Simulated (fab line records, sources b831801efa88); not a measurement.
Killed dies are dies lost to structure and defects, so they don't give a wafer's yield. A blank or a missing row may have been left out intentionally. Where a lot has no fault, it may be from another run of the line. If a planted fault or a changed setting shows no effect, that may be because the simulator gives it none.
Which tool did it? / flow gf180mcu / Sampling: 14 lots, 42 wafers, 3 of 602 route steps

## WHAT THE GAUGES READ, wafer by wafer
GF_MVPSD_TW_MEAS_11.
lot=L886; measured=day 5 03:25; on=filmMetro-04; MVPSD_TW=553.5 556.3 551.7
lot=L887; measured=day 5 08:37; on=filmMetro-04; MVPSD_TW=555.8 553.3 554.6
lot=L889; measured=day 5 23:08; on=filmMetro-03; MVPSD_TW=552.0 557.0 557.2
lot=L890; measured=day 6 02:26; on=filmMetro-03; MVPSD_TW=561.2 557.8 555.5
lot=L894; measured=day 7 00:21; on=filmMetro-04; MVPSD_TW=704.7 701.0 701.5
lot=L896; measured=day 7 13:53; on=filmMetro-04; MVPSD_TW=703.7 703.4 703.9
lot=L899; measured=day 8 06:27; on=filmMetro-03; MVPSD_TW=557.2 553.7 554.7
lot=L900; measured=day 8 15:50; on=filmMetro-03; MVPSD_TW=558.4 557.4 555.9
lot=L903; measured=day 9 05:05; on=filmMetro-04; MVPSD_TW=553.0 552.9 551.7
lot=L905; measured=day 9 17:38; on=filmMetro-03; MVPSD_TW=555.6 553.5 556.3
lot=L906; measured=day 9 21:28; on=filmMetro-03; MVPSD_TW=553.4 554.5 552.7
lot=L907; measured=day 10 04:35; on=filmMetro-01; MVPSD_TW=553.6 553.5 555.4
lot=L908; measured=day 10 12:40; on=filmMetro-04; MVPSD_TW=552.2 549.0 552.5
lot=L909; measured=day 10 17:07; on=filmMetro-03; MVPSD_TW=560.9 552.4 555.7

GF_VT_IMPLANT_RS_MEAS_49: uses a four-point probe to measure.
lot=L886; measured=day 7 16:27; on=filmMetro-01; MVPSD_RS (ohm/sq)=1166.1 1167.9 1167.0
lot=L887; measured=day 7 22:43; on=filmMetro-04; MVPSD_RS (ohm/sq)=1169.9 1172.2 1169.7
lot=L889; measured=day 8 13:46; on=filmMetro-04; MVPSD_RS (ohm/sq)=1173.4 1168.1 1166.0
lot=L890; measured=day 8 18:27; on=filmMetro-01; MVPSD_RS (ohm/sq)=1168.8 1163.4 1167.0
lot=L894; measured=day 9 17:28; on=filmMetro-03; MVPSD_RS (ohm/sq)=674.6 677.1 675.9
lot=L896; measured=day 10 09:15; on=filmMetro-01; MVPSD_RS (ohm/sq)=672.4 673.7 673.7
lot=L899; measured=day 11 05:04; on=filmMetro-04; MVPSD_RS (ohm/sq)=1166.9 1173.4 1169.2
lot=L900; measured=day 11 13:30; on=filmMetro-04; MVPSD_RS (ohm/sq)=1166.3 1164.1 1167.1
lot=L903; measured=day 12 06:58; on=filmMetro-03; MVPSD_RS (ohm/sq)=1168.4 1170.8 1171.0
lot=L905; measured=day 12 21:34; on=filmMetro-03; MVPSD_RS (ohm/sq)=1170.5 1168.7 1172.2
lot=L906; measured=day 13 01:11; on=filmMetro-03; MVPSD_RS (ohm/sq)=1170.5 1170.2 1170.4
lot=L907; measured=day 13 07:55; on=filmMetro-01; MVPSD_RS (ohm/sq)=1167.1 1168.3 1168.8
lot=L908; measured=day 13 18:36; on=filmMetro-01; MVPSD_RS (ohm/sq)=1166.3 1165.4 1171.2
lot=L909; measured=day 14 05:32; on=filmMetro-01; MVPSD_RS (ohm/sq)=1163.7 1165.9 1165.5

## EACH LOT AND THE TOOL THAT RAN IT (in order: tool; ch and the chambers of the sampled wafers; start)
lot=L886; GF_MVPSD_IMPLANT_09=implanter-03 ch 0, day 5 03:10
lot=L887; GF_MVPSD_IMPLANT_09=implanter-03 ch 0, day 5 08:23
lot=L889; GF_MVPSD_IMPLANT_09=implanter-02 ch 0, day 5 22:53
lot=L890; GF_MVPSD_IMPLANT_09=implanter-02 ch 0, day 6 02:02
lot=L894; GF_MVPSD_IMPLANT_09=implanter-02 ch 0, day 7 00:07
lot=L896; GF_MVPSD_IMPLANT_09=implanter-02 ch 0, day 7 13:38
lot=L899; GF_MVPSD_IMPLANT_09=implanter-01 ch 0, day 8 06:13
lot=L900; GF_MVPSD_IMPLANT_09=implanter-03 ch 0, day 8 15:35
lot=L903; GF_MVPSD_IMPLANT_09=implanter-01 ch 0, day 9 04:50
lot=L905; GF_MVPSD_IMPLANT_09=implanter-03 ch 0, day 9 17:24
lot=L906; GF_MVPSD_IMPLANT_09=implanter-03 ch 0, day 9 21:13
lot=L907; GF_MVPSD_IMPLANT_09=implanter-01 ch 0, day 10 04:20
lot=L908; GF_MVPSD_IMPLANT_09=implanter-03 ch 0, day 10 12:25
lot=L909; GF_MVPSD_IMPLANT_09=implanter-03 ch 0, day 10 16:52
- GF_MVPSD_IMPLANT_09

## AS READ BY THE TOOLS THEMSELVES (means over the sampled wafers that have a number; for cases with no such wafer, the mark the record gives instead)
GF_MVPSD_IMPLANT_09.
lot=L886 tool=implanter-03 doseIonsCm2=5e+12 faradayCurrentUA=28.5
lot=L887 tool=implanter-03 doseIonsCm2=5e+12 faradayCurrentUA=28.6
lot=L889 tool=implanter-02 doseIonsCm2=5e+12 faradayCurrentUA=28.4
lot=L890 tool=implanter-02 doseIonsCm2=5e+12 faradayCurrentUA=28.5
lot=L894 tool=implanter-02 doseIonsCm2=4e+13 faradayCurrentUA=218.9
lot=L896 tool=implanter-02 doseIonsCm2=4e+13 faradayCurrentUA=215.7
lot=L899 tool=implanter-01 doseIonsCm2=5e+12 faradayCurrentUA=28.1
lot=L900 tool=implanter-03 doseIonsCm2=5e+12 faradayCurrentUA=28.6
lot=L903 tool=implanter-01 doseIonsCm2=5e+12 faradayCurrentUA=28.2
lot=L905 tool=implanter-03 doseIonsCm2=5e+12 faradayCurrentUA=28.8
lot=L906 tool=implanter-03 doseIonsCm2=5e+12 faradayCurrentUA=28.5
lot=L907 tool=implanter-01 doseIonsCm2=5e+12 faradayCurrentUA=27.7
lot=L908 tool=implanter-03 doseIonsCm2=5e+12 faradayCurrentUA=28.5
lot=L909 tool=implanter-03 doseIonsCm2=5e+12 faradayCurrentUA=28.3

## THE ANSWER, worked out from the rows above alone
Rule: what is usual is taken from the lots themselves. The widest of any qualifying gaps counts: lots, ordered by their means at a reading, are off when they make up no more than a third of the lots, leave a main group of 4 or more, and stand apart from it by 3 or more times the standard deviation of that group's means. Not used: any main group whose means are identical at the precision the tables above print for the reading. A lot without any number at a reading at which 4 lots or more have one is off too. Any other lot the step has rows for is counted as sound. First the gauges in route order, then the tools' own readings, where a lot's mean is used as printed above. The first step at which some lot is off is used, and at that step the reading that is off furthest; a lot without a number counts as furthest.
Off: at GF_MVPSD_TW_MEAS_11 (MVPSD_TW), L894, L896. The main group: mean 554.8, standard deviation 1.9.
If a tool, at a process step before that reading, ran all the lots that are off and no sound lot after the first of them, it fits. The gauges at GF_MVPSD_TW_MEAS_11 aren't tried: what is off there is off at GF_VT_IMPLANT_RS_MEAS_49 too, on other tools, and a gauge's error can't cause that. One fits: implanter-02 at GF_MVPSD_IMPLANT_09. Its last sound lot is L890 (day 6 02:02), its first lot that is off L894 (day 7 00:07): a fault that began between those two fits.
The tool's own readings at GF_MVPSD_IMPLANT_09 bear it out: on the lots that are off they differ by more than 5 times the standard deviation of the sound lots' means. doseIonsCm2 reads 4e+13 there against 5e+12 on the sound lots; faradayCurrentUA reads 217.3 there against 28.4 on the sound lots.

## WHAT HAD BEEN PUT IN BY THE SIMULATOR
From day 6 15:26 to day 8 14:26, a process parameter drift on implanter-02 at GF_MVPSD_IMPLANT_09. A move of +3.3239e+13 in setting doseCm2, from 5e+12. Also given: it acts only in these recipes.
Struck lots among those shown: L894, L896. The same result came from the rule above.
